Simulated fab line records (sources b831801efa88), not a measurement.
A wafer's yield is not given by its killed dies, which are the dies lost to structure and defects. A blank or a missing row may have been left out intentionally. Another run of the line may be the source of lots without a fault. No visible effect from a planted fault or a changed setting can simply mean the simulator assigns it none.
The tool behind it: which one? | flow sky130 | 18 wafers from 6 lots sampled at 3 of the route's 708 steps

## WHAT THE GAUGES SHOWED, per wafer
SKY_PASSIVATION_THK_MEAS_01.
lot  | measured     | on            | PASSIVATION_CVD_00_THK (nm)
L590 | day 44 03:28 | film metro-02 | 88.5 88.8 91.3
L596 | day 45 15:32 | film metro-02 | 88.7 89.4 90.2
L603 | day 47 05:04 | film metro-03 | 89.2 90.3 90.5
L601 | day 47 09:44 | film metro-02 | 90.6 91.2 90.7
L610 | day 49 01:23 | film metro-02 | 93.1 88.1 90.0
L612 | day 49 10:35 | film metro-04 | 89.2 91.9 91.1

## WHAT TOOL EACH LOT RAN ON (gives the tool, then ch and the chambers of the sampled wafers, and finally the start)
lot  | SKY_METAL4_ETCH_17                 | SKY_PASSIVATION_CVD_00
L590 | rie diel-03 ch 0,1,2, day 42 02:24 | pecvd-04 ch 0,1, day 44 03:26
L596 | rie diel-04 ch 0,1,3, day 43 16:21 | pecvd-01 ch 0,1,2, day 45 15:31
L603 | rie diel-03 ch 0,1,3, day 45 06:45 | pecvd-02 ch 0,1, day 47 05:02
L601 | rie diel-04 ch 0,1, day 45 12:50   | pecvd-01 ch 0,1,2, day 47 09:41
L610 | rie diel-02 ch 0,3, day 47 07:52   | pecvd-01 ch 0,2, day 49 01:22
L612 | rie diel-02 ch 1,3, day 47 18:13   | pecvd-04 ch 0,2, day 49 10:33
- SKY_METAL4_ETCH_17: etches SiO2 in C4F8/O2/Ar, stops on TiN, time 3.9 s, target depth 15 nm.
- SKY_PASSIVATION_CVD_00: deposits SiO2, target thk 90 nm.

## THE ANSWER, worked out from the rows above alone
Rule: usual is defined by the lots themselves. Put in order of their means at a reading, lots are off if they are a third of the lots or fewer, leave a main group of 4 or more, and stand apart from it by a gap of 3 or more times the standard deviation of the main group's means; of several such gaps the widest counts. The tables above print the reading to a certain number of digits; a main group whose means all agree to those digits is not used. Also off: a lot with no number at a reading for which 4 or more lots have one. All remaining lots with rows at the step are treated as sound.
No lot is off at any reading shown: from this, nothing can be told.

## WHAT HAD BEEN PUT IN BY THE SIMULATOR
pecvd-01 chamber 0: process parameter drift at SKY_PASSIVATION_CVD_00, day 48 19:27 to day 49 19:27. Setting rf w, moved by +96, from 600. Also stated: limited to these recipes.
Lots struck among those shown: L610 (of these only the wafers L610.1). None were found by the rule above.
